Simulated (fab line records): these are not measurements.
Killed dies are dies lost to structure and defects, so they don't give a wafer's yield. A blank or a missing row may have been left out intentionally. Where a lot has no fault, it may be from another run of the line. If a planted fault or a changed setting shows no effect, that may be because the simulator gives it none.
fab line records	flow sky130
[record] lots = 13	wafers = 39	last_day = 50
route steps=708 shown SONOS_TUNNEL@162 SONOS_ONO@169 POLY_GATE@226 PAD_OPEN@708
lots with no fault: from the same line, run without faults
start_h: the number of hours between the record's first day and the start of the first shown wafer of the lot	wait_h: hours since the lot's step before	" same as the row above	L1.1+2: a row that stands for several wafers	- either no value or no given start	* or withheld: withheld	< > ~ a bound
route shown NAME@n: NAME is a module with steps in the file, n the number in the route of the first one	usual: mean/standard deviation of fault-free wafers	same: alike in all rows	chamber/n: place in a boat	sites: each site's reading	_std_site: standard deviation of those values	_edge_site: mean of outer sites minus mean of inner sites	radius_mm: how far each site lies from the wafer's centre	mask NAME#n: copy n	behind: the tool/chamber that last shaped the wafer	hold: why the lot was held/for how many hours/how that ended	device: names the non-switching transistor (n, p or np)	end of line: tests run on the same wafers once the route is complete	for a step that has no rows: nothing shown but its recipe	killed: the dies lost at the first sort to structure and to defects; this is not the yield of the wafer	map: per-die view of a wafer (x killed, . not killed, _ where there is no die)
set.NAME: the setting that was run; set.NAME@STEP: the one run at that earlier step	model.NAME: the simulator's own value behind a step, which no gauge read
one table for each step of the route and one row for each wafer, over a sample of lots
services: the hour from which a tool's chamber was out of use, counted from the record's first day as start_h (under 0 if before that day), plus the number of hours and why
[[steps]]
[step SKY_SONOS_TUNNEL_OVL_MEAS_08]
[usual] SONOS_TUNNEL_OVL = -0.2/1.4
lot.wafer	tool	chamber	start_h	wait_h	SONOS_TUNNEL_OVL[nm]
L648.3	overlay-02	-	263.83	0.1	-0.5
L648.4	"	-	"	"	-1.6
L648.5	"	-	"	"	1.0
L649.4	overlay-01	-	268.44	0.1	0.3
L649.5	"	-	"	"	2.1
L649.6	"	-	"	"	0.9
L650.4	overlay-01	-	281.79	0.1	2.5
L650.5	"	-	"	"	3.0
L650.6	"	-	"	"	1.2
L651.1	overlay-02	-	297.12	0.1	-3.8
L651.3	"	-	"	"	-1.6
L651.5	"	-	"	"	-2.4
L653.2	overlay-02	-	314.63	0.1	2.1
L653.4	"	-	"	"	1.7
L653.6	"	-	"	"	2.2
L652.2	overlay-02	-	315.04	0.1	-0.7
L652.5	"	-	"	"	0.1
L652.6	"	-	"	"	-1.8
L656.1	overlay-01	-	332.53	0.1	-0.8
L656.5	"	-	"	"	-1.4
L656.6	"	-	"	"	-0.4
L661.3	overlay-01	-	372.79	0.1	-0.3
L661.5	"	-	"	"	-1.0
L661.6	"	-	"	"	-1.5
L663.3	overlay-01	-	387.38	0.1	0.4
L663.4	"	-	"	"	-0.8
L663.6	"	-	"	"	0.2
L665.2	overlay-01	-	398.83	0.1	-0.1
L665.4	"	-	"	"	0.3
L665.6	"	-	"	"	-1.3
L667.2	overlay-02	-	413.48	0.1	0.9
L667.4	"	-	"	"	2.2
L667.6	"	-	"	"	2.2
L668.1	overlay-01	-	421.98	0.1	0.8
L668.3	"	-	"	"	0.4
L668.4	"	-	"	"	0.3
L669.1	overlay-02	-	432.67	0.1	-2.0
L669.3	"	-	"	"	-2.8
L669.5	"	-	"	"	-0.4
[step SKY_SONOS_ONO_THK_MEAS_01]
[recipe] reads = SiO2_of_SONOS_ONO_OXIDATION_00
[usual] SONOS_ONO_OXIDATION_THK = 2.59/0.053
lot.wafer	tool	chamber	start_h	wait_h	SONOS_ONO_OXIDATION_THK[nm]
L648.3	film_metro-02	-	266.69	0.0	2.60
L648.4	"	-	"	"	2.57
L648.5	"	-	"	"	2.53
L649.4	film_metro-04	-	270.97	0.0	2.61
L649.5	"	-	"	"	2.60
L649.6	"	-	"	"	2.65
L650.4	film_metro-04	-	284.52	0.0	2.54
L650.5	"	-	"	"	2.58
L650.6	"	-	"	"	2.61
L651.1	film_metro-04	-	299.97	0.0	2.61
L651.3	"	-	"	"	2.53
L651.5	"	-	"	"	2.52
L653.2	film_metro-04	-	317.33	0.0	2.64
L653.4	"	-	"	"	2.61
L653.6	"	-	"	"	2.67
L652.2	film_metro-01	-	317.36	0.0	2.65
L652.5	"	-	"	"	2.63
L652.6	"	-	"	"	2.71
L656.1	film_metro-01	-	335.10	0.0	2.55
L656.5	"	-	"	"	2.53
L656.6	"	-	"	"	2.56
L661.3	film_metro-04	-	374.66	0.0	2.58
L661.5	"	-	"	"	2.57
L661.6	"	-	"	"	2.49
L663.3	film_metro-01	-	390.90	0.0	2.60
L663.4	"	-	"	"	2.51
L663.6	"	-	"	"	2.53
L665.2	film_metro-02	-	401.88	0.0	2.54
L665.4	"	-	"	"	2.56
L665.6	"	-	"	"	2.63
L667.2	film_metro-04	-	415.37	0.0	2.59
L667.4	"	-	"	"	2.64
L667.6	"	-	"	"	2.58
L668.1	film_metro-04	-	423.96	0.0	2.58
L668.3	"	-	"	"	2.58
L668.4	"	-	"	"	2.61
L669.1	film_metro-02	-	435.65	0.0	2.74
L669.3	"	-	"	"	2.65
L669.5	"	-	"	"	2.69
[step SKY_POLY_GATE_DEVELOP_12]
[recipe] develop_time_s = 60	resist = KrF-thick	dev_temp_c = 21
lot.wafer	tool	chamber	start_h	wait_h
L648.3+4+5	litho_track-04	0	385	-
L649.4+5+6	litho_track-04	0	389	-
L650.4+5+6	litho_track-01	0	419	-
L651.1+3+5	litho_track-02	0	426	-
L653.2+4+6	litho_track-04	0	440	-
L652.2+5+6	litho_track-04	0	442	-
L656.1+5+6	litho_track-01	0	463	-
L661.3+5+6	litho_track-01	0	523	-
L663.3+4+6	litho_track-01	0	526	-
L665.2+4+6	litho_track-02	0	536	-
L667.2+4+6	litho_track-02	0	548	-
L668.1+3+4	litho_track-02	0	567	-
L669.1+3+5	litho_track-04	0	569	-
[step SKY_POLY_GATE_CD_MEAS_13]
[recipe] target_cd_nm = 150
[usual] cd_nm = 149.5/0.97
lot.wafer	tool	chamber	start_h	wait_h	cd_nm
L648.3	cd_sem-01	-	385.65	-	152.3
L648.4	"	-	"	"	150.9
L648.5	"	-	"	"	151.3
L649.4	cd_sem-02	-	389.72	-	148.6
L649.5	"	-	"	"	148.4
L649.6	"	-	"	"	149.3
L650.4	cd_sem-02	-	419.87	-	151.3
L650.5	"	-	"	"	150.2
L650.6	"	-	"	"	149.4
L651.1	cd_sem-02	-	426.80	-	149.6
L651.3	"	-	"	"	150.9
L651.5	"	-	"	"	149.1
L653.2	cd_sem-02	-	440.23	-	148.3
L653.4	"	-	"	"	148.0
L653.6	"	-	"	"	148.2
L652.2	cd_sem-02	-	442.58	-	148.4
L652.5	"	-	"	"	148.6
L652.6	"	-	"	"	149.2
L656.1	cd_sem-02	-	463.46	-	150.2
L656.5	"	-	"	"	150.6
L656.6	"	-	"	"	150.5
L661.3	cd_sem-01	-	524.05	-	145.4
L661.5	"	-	"	"	146.3
L661.6	"	-	"	"	148.8
L663.3	cd_sem-02	-	527.05	-	144.7
L663.4	"	-	"	"	147.5
L663.6	"	-	"	"	148.7
L665.2	cd_sem-02	-	536.42	-	149.8
L665.4	"	-	"	"	148.8
L665.6	"	-	"	"	149.2
L667.2	cd_sem-02	-	548.17	-	149.5
L667.4	"	-	"	"	149.0
L667.6	"	-	"	"	149.6
L668.1	cd_sem-01	-	567.25	-	149.5
L668.3	"	-	"	"	149.9
L668.4	"	-	"	"	149.5
L669.1	cd_sem-01	-	569.50	-	149.8
L669.3	"	-	"	"	148.7
L669.5	"	-	"	"	149.7
[step SKY_POLY_GATE_ETCH_16]
[recipe] stop_on = poly-Si	chemistry = CH3F/O2	target = Si3N4	source_w = 400	bias_w = 80	pressure_mtorr = 25	ch3f_flow_sccm = 40	O2_flow_sccm = 30	time_s = 147.5	target_depth_a = 750
[usual] drypump_motor_current_A = 5.6/0.51	oes_product_au = 0.640/0.0049	throttle_valve_pct = 10.535/0.0097
lot.wafer	tool	chamber	start_h	wait_h	drypump_motor_current_A	oes_product_au	rf_hours_counter_h	throttle_valve_pct
L648.3	rie_diel-03	3	385.84	0.0	5.7	0.640	6	10.538
L648.4	"	1	"	"	5.6	0.636	5	10.534
L648.5	"	3	"	"	5.7	0.649	-	10.527
L649.4	rie_diel-01	3	389.89	0.0	5.9	0.638	6	10.533
L649.5	"	3	"	"	6.0	0.643	-	10.527
L649.6	"	0	"	"	5.2	0.636	-	10.538
L650.4	rie_diel-03	2	420.10	0.0	5.3	0.649	-	10.548
L650.5	"	3	"	"	5.7	0.648	-	10.534
L650.6	"	1	"	"	5.6	0.642	-	10.533
L651.1	rie_diel-04	3	427.04	0.0	5.3	0.639	8	10.537
L651.3	"	2	"	"	5.5	0.640	1	10.550
L651.5	"	1	"	"	4.7	0.638	-	10.541
L653.2	rie_diel-03	2	440.44	0.0	5.3	0.640	1	10.529
L653.4	"	1	"	"	5.5	0.639	6	10.535
L653.6	"	1	"	"	5.6	0.638	-	10.560
L652.2	rie_diel-03	2	442.79	0.0	5.3	0.639	1	10.523
L652.5	"	0	"	"	6.5	0.640	-	10.547
L652.6	"	1	"	"	5.6	0.646	-	10.541
L656.1	rie_diel-01	2	463.70	0.0	6.2	0.633	22	10.554
L656.5	"	3	"	"	6.0	0.643	-	10.523
L656.6	"	2	"	"	6.2	0.639	-	10.535
L661.3	rie_diel-03	0	524.25	0.0	6.5	0.642	81	10.539
L661.5	"	0	"	"	6.5	0.642	-	10.542
L661.6	"	1	"	"	5.6	0.646	-	10.540
L663.3	rie_diel-03	0	527.25	0.0	6.5	0.639	81	10.526
L663.4	"	2	"	"	5.2	0.637	3	10.541
L663.6	"	3	"	"	5.7	0.638	-	10.524
L665.2	rie_diel-04	0	536.64	0.0	6.2	0.639	4	10.553
L665.4	"	2	"	"	5.5	0.638	3	10.537
L665.6	"	3	"	"	5.3	0.636	-	10.539
L667.2	rie_diel-04	1	548.39	0.0	4.7	0.642	57	10.536
L667.4	"	2	"	"	5.5	0.645	4	10.553
L667.6	"	3	"	"	5.3	0.637	-	10.519
L668.1	rie_diel-04	0	567.49	0.0	6.3	0.636	5	10.533
L668.3	"	1	"	"	4.8	0.641	58	10.549
L668.4	"	2	"	"	5.5	0.637	4	10.541
L669.1	rie_diel-04	2	569.74	0.0	5.5	0.643	4	10.543
L669.3	"	3	"	"	5.3	0.638	11	10.528
L669.5	"	2	"	"	5.5	0.639	-	10.530
[step SKY_PAD_OPEN_PROBE_99]
[usual] killed_at_M0_to_M3 = 42/7.1	killed_at_M4_up = 3.3/1.9	killed_at_contacts = 24/5	killed_at_front_end = 15/4.7	killed_at_other = 0.3/0.61	killed_dies = 86/9.6	killed_open = 47/7.5	killed_short = 38/6.6
[same] gross_dies = 492	killed_at_back_side = 0
lot.wafer	tool	chamber	start_h	wait_h	killed_at_M0_to_M3	killed_at_M4_up	killed_at_contacts	killed_at_front_end	killed_at_other	killed_dies	killed_open	killed_short
L651.1	prober-01	-	1115.04	0.1	51	5	28	12	0	96	54	42
L651.3	prober-01	-	1115.14	0.2	45	4	20	15	0	84	56	28
L651.5	prober-01	-	1115.24	0.2	41	4	31	13	0	89	42	47
L653.2	prober-02	-	1124.39	0.1	42	2	19	20	0	83	39	44
L653.4	prober-02	-	1124.49	0.2	46	0	27	13	0	86	57	28
L653.6	prober-02	-	1124.59	0.2	40	1	30	17	0	88	49	39
L661.5	prober-02	-	1175.97	0.2	35	4	29	15	1	84	36	48
L663.6	prober-01	-	1177.52	0.2	56	1	25	11	0	93	54	39
L665.2	prober-01	-	1181.29	0.1	51	1	22	12	0	86	41	45
L665.4	prober-01	-	1181.39	0.2	47	4	28	17	1	97	55	41
L665.6	prober-01	-	1181.49	0.2	46	2	25	20	0	93	49	44
L667.2	prober-01	-	1187.13	0.1	32	5	28	18	1	84	48	36
L667.4	prober-01	-	1187.23	0.2	47	5	24	8	0	84	45	39
L667.6	prober-01	-	1187.33	0.2	38	1	21	14	0	74	50	24
// killed by level:class
L651.1 LI_CONTACT:geometric_particle:open=11 CONTACT:geometric_particle:open=10 VIA1:geometric_particle:open=10 METAL2:geometric_particle:short=8 VIA3:geometric_particle:open=6 METAL1:geometric_particle:short=5 VIA2:geometric_particle:open=5 POLY_GATE:geometric_particle:short=4
L651.3 VIA2:geometric_particle:open=11 LI_CONTACT:geometric_particle:open=9 VIA1:geometric_particle:open=9 VIA3:geometric_particle:open=9 CONTACT:geometric_particle:open=6 METAL3:geometric_particle:short=5 FIELD_ISO:geometric_particle:open=4 FIELD_ISO:geometric_particle:short=4
L651.5 CONTACT:geometric_particle:open=10 METAL1:geometric_particle:short=7 CONTACT:geometric_particle:short=7 VIA2:geometric_particle:open=7 VIA1:geometric_particle:open=6 LI_CONTACT:geometric_particle:open=5 VIA1:geometric_particle:short=5 VIA3:geometric_particle:open=5
L653.2 METAL1:geometric_particle:short=9 FIELD_ISO:geometric_particle:open=6 VIA1:geometric_particle:open=6 VIA2:geometric_particle:open=6 VIA3:geometric_particle:open=6 CONTACT:geometric_particle:open=5 METAL2:geometric_particle:short=5 FIELD_ISO:geometric_particle:short=4
L653.4 VIA1:geometric_particle:open=12 CONTACT:geometric_particle:open=12 LI_CONTACT:geometric_particle:open=9 VIA2:geometric_particle:open=9 METAL2:geometric_particle:short=5 POLY_GATE:geometric_particle:open=4 METAL1:geometric_particle:short=4 FIELD_ISO:geometric_particle:short=3
L653.6 CONTACT:geometric_particle:short=8 CONTACT:geometric_particle:open=8 VIA3:geometric_particle:open=8 FIELD_ISO:geometric_particle:open=7 METAL1:geometric_particle:short=7 LI_CONTACT:geometric_particle:open=6 VIA1:geometric_particle:open=5 VIA2:geometric_particle:open=5
L661.5 LOCAL_INTERCONNECT:geometric_particle:short=9 CONTACT:geometric_particle:open=9 FIELD_ISO:geometric_particle:short=7 VIA1:geometric_particle:open=7 LI_CONTACT:geometric_particle:open=5 VIA2:geometric_particle:open=5 CONTACT:geometric_particle:short=5 METAL2:geometric_particle:short=5
L663.6 VIA2:geometric_particle:open=14 VIA1:geometric_particle:open=12 METAL2:geometric_particle:short=11 LI_CONTACT:geometric_particle:open=9 CONTACT:geometric_particle:open=8 VIA1:geometric_particle:short=5 LOCAL_INTERCONNECT:geometric_particle:short=4 VIA3:geometric_particle:short=4
L665.2 LI_CONTACT:geometric_particle:open=8 METAL1:geometric_particle:short=8 VIA1:geometric_particle:short=8 VIA1:geometric_particle:open=7 CONTACT:geometric_particle:open=5 VIA2:geometric_particle:short=5 LI_CONTACT:geometric_particle:short=5 METAL2:geometric_particle:short=5
L665.4 CONTACT:geometric_particle:open=14 VIA1:geometric_particle:open=11 VIA2:geometric_particle:open=9 FIELD_ISO:geometric_particle:short=8 VIA3:geometric_particle:open=8 METAL1:geometric_particle:short=6 METAL2:geometric_particle:short=6 LI_CONTACT:geometric_particle:open=5
L665.6 CONTACT:geometric_particle:open=12 VIA1:geometric_particle:open=9 VIA2:geometric_particle:open=8 METAL2:geometric_particle:short=7 FIELD_ISO:geometric_particle:open=5 VIA3:geometric_particle:open=5 CONTACT:geometric_particle:short=5 VIA1:geometric_particle:short=5
L667.2 VIA1:geometric_particle:open=10 LI_CONTACT:geometric_particle:open=9 CONTACT:geometric_particle:open=8 METAL1:geometric_particle:short=6 POLY_GATE:geometric_particle:open=5 POLY_GATE:geometric_particle:short=4 LOCAL_INTERCONNECT:geometric_particle:short=4 CONTACT:geometric_particle:short=4
L667.4 VIA1:geometric_particle:open=11 VIA2:geometric_particle:open=11 CONTACT:geometric_particle:open=9 METAL1:geometric_particle:short=6 VIA3:geometric_particle:open=6 METAL4:geometric_particle:short=5 CONTACT:geometric_particle:short=5 VIA2:geometric_particle:short=5
L667.6 VIA2:geometric_particle:open=9 LI_CONTACT:geometric_particle:open=8 CONTACT:geometric_particle:open=8 VIA3:geometric_particle:open=7 VIA1:geometric_particle:open=6 METAL1:geometric_particle:short=6 VIA1:geometric_particle:short=5 FIELD_ISO:geometric_particle:open=4
[[services]]
tool	chamber	start_h	hours	kind
rie_diel-03	2	368.59	-	clean
rie_diel-03	0	400.67	23.0	repair
rie_diel-03	2	406.06	12.8	repair
rie_diel-01	0	437.99	1.4	repair
rie_diel-01	0	443.72	-	clean
rie_diel-01	0	443.72	18.4	scheduled_down
rie_diel-01	0	443.72	18.4	vent_cycle
rie_diel-04	-	447.92	2.0	repair
rie_diel-03	3	489.61	5.8	repair
rie_diel-01	1	507.57	6.6	repair
rie_diel-04	3	509.00	11.3	repair
rie_diel-03	0	547.73	-	clean
rie_diel-03	0	547.73	16.5	scheduled_down
rie_diel-03	0	547.73	16.5	vent_cycle
rie_diel-03	3	560.36	7.6	repair
[[key]]
[first_sign] step = SKY_POLY_GATE_CD_MEAS_13	reading = cd_nm	direction = down	sigmas = 4.1	usual = 149.5	struck = 145.5
effect none on later readings
met_at SKY_POLY_GATE_DEVELOP_12
struck_lots L661,L663
struck_wafers L661.3,L661.5,L663.3
tester_left_out L661,L663
not_acting_at SKY_SONOS_TUNNEL_OVL_MEAS_08,SKY_SONOS_ONO_THK_MEAS_01,SKY_POLY_GATE_ETCH_16
onset_between 463 523
[fault] kind = process_parameter_drift	tool = litho_track-01	chamber = -	onset_h = 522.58	steps = SKY_POLY_GATE_DEVELOP_12	channel = develop_time_s	offset = *	shape = step	end_h = 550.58	scope = struck_wafers_only	acts_in = *	stated = *
// tester_left_out: of these lots the tester's yield and bins aren't shown, on N5 and GAA mostly nor the transistor test; their killed dies are dies lost to structure and defects alone, not to doping, threshold or leakage, so they don't give the yield
